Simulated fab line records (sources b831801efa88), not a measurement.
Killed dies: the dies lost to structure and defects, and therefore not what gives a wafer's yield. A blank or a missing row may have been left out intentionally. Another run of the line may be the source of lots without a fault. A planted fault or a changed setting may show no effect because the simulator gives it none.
2 desks, one fault / flow gf180mcu / what lay behind the numbers comes last; until then each desk has only its own

METROLOGY DESK
Lot by lot, what the gauges showed, no matter which tool ran the lot: averages of those sampled wafers that carry a number. Any lot whose mean is over 4 standard deviations away from the usual mean is out of limits and marked OUT; that distance is given in the brackets.
Columns: A = V2_CVD_00_THK at GF_V2_THK_MEAS_01, usual 598 nm; B = V2_CVD_02_THK at GF_V2_THK_MEAS_03, usual 851 nm
lot=L747; first seen here=day 19 08:08; A=604; B=844
lot=L749; first seen here=day 19 20:42; A=592; B=851
lot=L750; first seen here=day 20 05:53; A=598; B=833
lot=L751; first seen here=day 20 19:11; A=598; B=859
lot=L752; first seen here=day 21 05:58; A=596; B=847
lot=L753; first seen here=day 21 15:16; A=598; B=855
lot=L754; first seen here=day 21 21:14; A=598; B=854
lot=L757; first seen here=day 23 00:28; A=595; B=861
lot=L758; first seen here=day 23 04:59; A=598; B=846
lot=L759; first seen here=day 23 18:50; A=598; B=849
lot=L762; first seen here=day 24 18:28; A=604; B=823
lot=L767; first seen here=day 26 06:10; A=590; B=846
Result from this desk: across the 12 lots, nothing is out of limits.

TOOL OWNER'S DESK, pecvd-02
The tool's own readings at GF_V2_CVD_02 (deposits SiO2 from TEOS, target thk 850 nm, time 94.851 s): means of the sampled wafers that have a number, for each lot that ran on this tool. Any lot whose mean is over 4 standard deviations away from the usual mean is out of limits and marked OUT; that distance is given in the brackets.
Columns: A = heater power w at GF_V2_CVD_02, usual 717 W
lot=L749; first seen here=day 19 20:44; A=767
lot=L750; first seen here=day 20 05:56; A=736
lot=L751; first seen here=day 20 19:14; A=712
lot=L757; first seen here=day 23 00:32; A=877
lot=L759; first seen here=day 23 18:53; A=658
lot=L762; first seen here=day 24 18:31; A=773
Result from this desk: across the 6 lots, nothing is out of limits.

ALL TOGETHER
At the metrology desk, nothing out of limits was observed.
The desk of the tool owner found nothing out of limits.

WHAT THE SIMULATOR HAD PUT IN
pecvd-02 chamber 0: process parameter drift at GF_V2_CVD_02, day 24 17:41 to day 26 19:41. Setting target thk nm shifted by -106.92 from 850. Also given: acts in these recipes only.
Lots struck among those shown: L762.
